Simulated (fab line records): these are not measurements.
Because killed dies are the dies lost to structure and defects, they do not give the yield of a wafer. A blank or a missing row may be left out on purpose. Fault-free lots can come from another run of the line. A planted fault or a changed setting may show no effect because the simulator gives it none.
Split-lot experiment / flow sfq line / route with 325 steps; 5 lots, 23 wafers read

## THE SPLIT
At SFQ_TRILAYER_M4_LITHO_COAT_093 (resist thk 600 nm), the setting resist thk nm was moved away from the recipe's 600 nm on 8 of the 23 wafers read, by -5.2% to -4.7%. For the rest of the wafers, this setting stayed at what the recipe calls for.

## FROM THE SPLIT ON TO THE READING: in between, the file shows 1 step
- SFQ_TRILAYER_M4_BARC_OPEN_METAL_ETCH_123: etches BARC in O2, target depth 125 nm, time 41.7 s (also split here: bias w)

## THE READING
KrF_of_TRILAYER_M4_LITHO_COAT_093.thk nm (the simulator's own value, which no gauge read), in nm, at SFQ_TRILAYER_M4_ETCH_METAL_ETCH_096 (etches Nb in Cl2/Ar, stops on SiO2, target depth 240 nm, time 120 s). The file gives no usual value for it. The 15 wafers here that ran the recipe average 382.7 nm, standard deviation 2.1 nm.

wafer=L074.1; tool, chamber at the split=litho track-02, 0; resist thk nm as run, nm=568.5; against the recipe=-5.2%; KrF_of_TRILAYER_M4_LITHO_COAT_093.thk nm, nm=354.1; against lot-mates on the recipe=-30.9
wafer=L074.2; tool, chamber at the split=litho track-02, 0; resist thk nm as run, nm=568.5; against the recipe=-5.2%; KrF_of_TRILAYER_M4_LITHO_COAT_093.thk nm, nm=351.6; against lot-mates on the recipe=-33.4
wafer=L074.3; tool, chamber at the split=litho track-02, 0; resist thk nm as run, nm=568.5; against the recipe=-5.2%; KrF_of_TRILAYER_M4_LITHO_COAT_093.thk nm, nm=350.8; against lot-mates on the recipe=-34.2
wafer=L074.4; tool, chamber at the split=litho track-02, 0; resist thk nm as run, nm=600; against the recipe=recipe; KrF_of_TRILAYER_M4_LITHO_COAT_093.thk nm, nm=387.8; against lot-mates on the recipe=-
wafer=L074.5; tool, chamber at the split=litho track-02, 0; resist thk nm as run, nm=600; against the recipe=recipe; KrF_of_TRILAYER_M4_LITHO_COAT_093.thk nm, nm=382.1; against lot-mates on the recipe=-
wafer=L075.1; tool, chamber at the split=litho track-01, 0; resist thk nm as run, nm=600; against the recipe=recipe; KrF_of_TRILAYER_M4_LITHO_COAT_093.thk nm, nm=381.8; against lot-mates on the recipe=-
wafer=L075.3; tool, chamber at the split=litho track-01, 0; resist thk nm as run, nm=600; against the recipe=recipe; KrF_of_TRILAYER_M4_LITHO_COAT_093.thk nm, nm=382.3; against lot-mates on the recipe=-
wafer=L075.4; tool, chamber at the split=litho track-01, 0; resist thk nm as run, nm=600; against the recipe=recipe; KrF_of_TRILAYER_M4_LITHO_COAT_093.thk nm, nm=381.9; against lot-mates on the recipe=-
wafer=L075.6; tool, chamber at the split=litho track-01, 0; resist thk nm as run, nm=600; against the recipe=recipe; KrF_of_TRILAYER_M4_LITHO_COAT_093.thk nm, nm=381.9; against lot-mates on the recipe=-
wafer=L075.5; tool, chamber at the split=litho track-01, 0; resist thk nm as run, nm=600; against the recipe=recipe; KrF_of_TRILAYER_M4_LITHO_COAT_093.thk nm, nm=385; against lot-mates on the recipe=-
wafer=L079.1; tool, chamber at the split=litho track-03, 0; resist thk nm as run, nm=600; against the recipe=recipe; KrF_of_TRILAYER_M4_LITHO_COAT_093.thk nm, nm=381.1; against lot-mates on the recipe=-
wafer=L079.2; tool, chamber at the split=litho track-03, 0; resist thk nm as run, nm=600; against the recipe=recipe; KrF_of_TRILAYER_M4_LITHO_COAT_093.thk nm, nm=381; against lot-mates on the recipe=-
wafer=L079.5; tool, chamber at the split=litho track-03, 0; resist thk nm as run, nm=600; against the recipe=recipe; KrF_of_TRILAYER_M4_LITHO_COAT_093.thk nm, nm=384.4; against lot-mates on the recipe=-
wafer=L082.1; tool, chamber at the split=litho track-03, 0; resist thk nm as run, nm=600; against the recipe=recipe; KrF_of_TRILAYER_M4_LITHO_COAT_093.thk nm, nm=381; against lot-mates on the recipe=-
wafer=L082.2; tool, chamber at the split=litho track-03, 0; resist thk nm as run, nm=600; against the recipe=recipe; KrF_of_TRILAYER_M4_LITHO_COAT_093.thk nm, nm=378.6; against lot-mates on the recipe=-
wafer=L082.4; tool, chamber at the split=litho track-03, 0; resist thk nm as run, nm=571.6; against the recipe=-4.7%; KrF_of_TRILAYER_M4_LITHO_COAT_093.thk nm, nm=352; against lot-mates on the recipe=-28.6
wafer=L082.5; tool, chamber at the split=litho track-03, 0; resist thk nm as run, nm=600; against the recipe=recipe; KrF_of_TRILAYER_M4_LITHO_COAT_093.thk nm, nm=382.2; against lot-mates on the recipe=-
wafer=L082.6; tool, chamber at the split=litho track-03, 0; resist thk nm as run, nm=571.6; against the recipe=-4.7%; KrF_of_TRILAYER_M4_LITHO_COAT_093.thk nm, nm=350.5; against lot-mates on the recipe=-30.1
wafer=L085.1; tool, chamber at the split=litho track-03, 0; resist thk nm as run, nm=569.1; against the recipe=-5.1%; KrF_of_TRILAYER_M4_LITHO_COAT_093.thk nm, nm=348.2; against lot-mates on the recipe=-36.2
wafer=L085.2; tool, chamber at the split=litho track-03, 0; resist thk nm as run, nm=600; against the recipe=recipe; KrF_of_TRILAYER_M4_LITHO_COAT_093.thk nm, nm=384.3; against lot-mates on the recipe=-
wafer=L085.4; tool, chamber at the split=litho track-03, 0; resist thk nm as run, nm=600; against the recipe=recipe; KrF_of_TRILAYER_M4_LITHO_COAT_093.thk nm, nm=384.4; against lot-mates on the recipe=-
wafer=L085.5; tool, chamber at the split=litho track-03, 0; resist thk nm as run, nm=569.1; against the recipe=-5.1%; KrF_of_TRILAYER_M4_LITHO_COAT_093.thk nm, nm=346.8; against lot-mates on the recipe=-37.6
wafer=L085.6; tool, chamber at the split=litho track-03, 0; resist thk nm as run, nm=569.1; against the recipe=-5.1%; KrF_of_TRILAYER_M4_LITHO_COAT_093.thk nm, nm=353.8; against lot-mates on the recipe=-30.6

THE FIT
A straight line over all 23 wafers: KrF_of_TRILAYER_M4_LITHO_COAT_093.thk nm changes by +6.22 nm for each +1% of resist thk nm; r = +0.99; the points scatter about the line by 2.5 nm.
The same after taking each lot's own level away (the mean of its wafers on the recipe; 23 wafers): +6.43 nm for each +1%; r = +0.99; scatter 2 nm.
Per that fit: largest resist thk nm move, reading shift of 34 nm.
From 380.60 to 384.95 nm: that is the span of the lots' own levels, equal to 2.0 times the standard deviation above.
Hence the lot-to-lot level has little effect on the slope; both slopes agree.
Check: for one of the wafers moved furthest among these (-5.2%), held out of the fit, the line's prediction against its lot-mates is -34.2 nm. It came out at -30.9 nm against them.

## ADDITIONAL SPLITS CARRIED BY THESE WAFERS
These wafers also went through other splits before the reading. Each is held against what the fit with the lots' levels taken away leaves over:
other split on the same wafers=SFQ_TRILAYER_M3_LITHO_EXPOSE_076 dose mj; wafers away from the commonest value=11; r with KrF_of_TRILAYER_M4_LITHO_COAT_093.thk nm (lot level and that fit taken away)=-0.16
other split on the same wafers=SFQ_TRILAYER_M4_BARC_OPEN_METAL_ETCH_123 bias w; wafers away from the commonest value=9; r with KrF_of_TRILAYER_M4_LITHO_COAT_093.thk nm (lot level and that fit taken away)=+0.00

## THE WHOLE CHAIN: every reading that the file lists as answering this split, in the file's order
step=SFQ_TRILAYER_M4_LITHO_COAT_093; what it does=resist thk 600 nm; reading=KrF_of_TRILAYER_M4_LITHO_COAT_093.thk nm (the simulator's own value, which no gauge read); change (the file's fit)=+5.99 nm for each +1% of the setting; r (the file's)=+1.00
step=SFQ_TRILAYER_M4_BARC_OPEN_METAL_ETCH_123; what it does=etches BARC in O2, target depth 125 nm, time 41.7 s; reading=KrF_of_TRILAYER_M4_LITHO_COAT_093.thk nm (the simulator's own value, which no gauge read); change (the file's fit)=+6.11 nm for each +1% of the setting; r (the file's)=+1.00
step=SFQ_TRILAYER_M4_ETCH_METAL_ETCH_096; what it does=etches Nb in Cl2/Ar, stops on SiO2, target depth 240 nm, time 120 s; reading=KrF_of_TRILAYER_M4_LITHO_COAT_093.thk nm (the simulator's own value, which no gauge read); change (the file's fit)=+6.41 nm for each +1% of the setting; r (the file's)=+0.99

## THE FILE'S OWN FIT
KrF_of_TRILAYER_M4_LITHO_COAT_093.thk nm changes by +6.41 nm for each +1% of resist thk nm, r = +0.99.
